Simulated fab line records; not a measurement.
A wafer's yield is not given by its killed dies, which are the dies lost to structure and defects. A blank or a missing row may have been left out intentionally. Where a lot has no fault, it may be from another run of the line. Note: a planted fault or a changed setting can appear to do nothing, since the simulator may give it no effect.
Comparing a struck lot with a sound one | flow sky130 | 17 steps out of a route of 708
Sound: the wafers L684.3, L684.4, L684.5. Wafers L690.1, L690.2, L690.6 were the ones struck. At the end, the cause is stated.
Each step with rows lists, per side, the tool, then ch with its chambers, then its first start. Under that, the readings that differ: sound wafers | struck wafers | difference of the means | sigmas: that difference in standard deviations of wafers without a fault.
alike: readings whose means differ by less than 2 such deviations, and words and numbers that are the same on both sides. not compared: withheld readings, readings that some wafer has no value for, bounds like >300 that may hide the same value, and numbers for which the record gives no deviation and whose values overlap.
A row with sigmas, a row that says differs or no value, or rows on one side alone: a step with any of these is where the two part. When numbers do not overlap yet have no deviation, they are printed without sigmas and do not part them. Lack of a reading on every wafer of one side parts them only where that side has two or more wafers.

SKY_LDD_HVN_OVL_MEAS_07:
  sound on overlay-02, day 21 10:43; struck on overlay-02, day 23 10:51
  alike: LDD_HVN_OVL
following that, these wafers have no rows for 1 step: SKY_LDD_HVN_IMPLANT_08.
SKY_LDD_HVN_STRIP_09: strips in O2/N2.
  sound on plasma asher-02 ch 0,1, day 21 10:55; struck on plasma asher-02 ch 0,1, day 23 11:02
  alike: drypump motor current A, o2 flow sccm, oes product au, strip time to endpoint s
  not compared: rf hours counter h
SKY_LDD_HVN_TW_MEAS_10:
  sound on film metro-01, day 21 11:01; struck on film metro-02, day 23 11:08
  alike: LDD_HVN_TW
then, 7 steps without rows for these wafers: SKY_LDD_HVP_DEHYDRATE_00 (time 60 s); SKY_LDD_HVP_HMDS_01 (prime time 60 s); SKY_LDD_HVP_COAT_02 (resist thk 300 nm); SKY_LDD_HVP_SOFTBAKE_03 (time 60 s); SKY_LDD_HVP_EXPOSE_04 (exposes mask HVPTM, target cd 700 nm); SKY_LDD_HVP_PEB_05; SKY_LDD_HVP_DEVELOP_06 (develop time 60 s).
SKY_LDD_HVP_OVL_MEAS_07:
  sound on overlay-01, day 22 17:25; struck on overlay-02, day 24 17:16
  alike: LDD_HVP_OVL
SKY_LDD_HVP_IMPLANT_08:
  sound on implanter-03 ch 0, day 22 17:29; struck on implanter-04 ch 0, day 24 17:37
  alike: tilt deg
SKY_LDD_HVP_STRIP_09: strips in O2/N2.
  sound on plasma asher-01 ch 0,1, day 22 17:37; struck on plasma asher-04 ch 0,1, day 24 17:46
  alike: drypump motor current A, o2 flow sccm, oes product au, strip time to endpoint s
  not compared: rf hours counter h
SKY_LDD_HVP_TW_MEAS_10:
  sound on film metro-01, day 22 17:43; struck on film metro-01, day 24 17:52
  reading    | sound       | struck      | difference | sigmas
  LDD_HVP_TW | 457 461 460 | 569 570 567 | +109       | +27
then, 1 step without rows for these wafers: SKY_LDD_LDN_DEHYDRATE_00 (time 60 s).
-- a jump in the record: the struck wafers' starts before and after are 23 days apart (it breaks off in module LDD_LDN and resumes in module PAD_OPEN, where the first step shown is number 708 of the route) --
SKY_PAD_OPEN_PROBE_99:
  sound on prober-02, day 46 13:29; struck on prober-01, day 48 01:43
  reading                                   | sound                 | struck                 | difference | sigmas
  model.etest.tip_p_5v.rs ohm sq            | 2861 2860 2866        | 1748 1758 1752         | -1110      |
  model.etest.pfet g5v0d10v5.r on ohm um    | 4662 4710 4674        | 4421 4459 4523         | -214       |
  model.etest.pfet g5v0d10v5.drive ua um    | 345.1 346.5 342.9     | 365.9 363.5 363.5      | +19.5      |
  model.etest.res pdiff hv.rs ohm sq        | 184 183.6 183.3       | 190.7 188.8 188.7      | +5.8       |
  model.etest.pfet g5v0d10v5.off log10 a um | -12.71 -12.67 -12.74  | -11.14 -11.08 -11      | +1.63      |
  model.etest.ring_5v.delay ps              | 44.79 44.67 44.61     | 43.7 43.73 44          | -0.9       |
  model.etest.pfet g5v0d10v5.vt sat v (V)   | -0.6662 -0.6495 -0.66 | -0.515 -0.5189 -0.4972 | +0.148     |
  alike: killed_at_M0_to_M3, killed_at_M4_up, killed at contacts, killed at front end, killed at other, killed dies, killed on rim, killed open, killed short
  not compared: model.etest.tip_p_5v.rs ohm sq range

== WHERE THEY PART ==
At SKY_LDD_HVP_TW_MEAS_10 and nowhere else, as far as this record goes. Later steps at which nothing parts them and some readings are alike: SKY_PAD_OPEN_PROBE_99.

WHY: what had been put in by the simulator
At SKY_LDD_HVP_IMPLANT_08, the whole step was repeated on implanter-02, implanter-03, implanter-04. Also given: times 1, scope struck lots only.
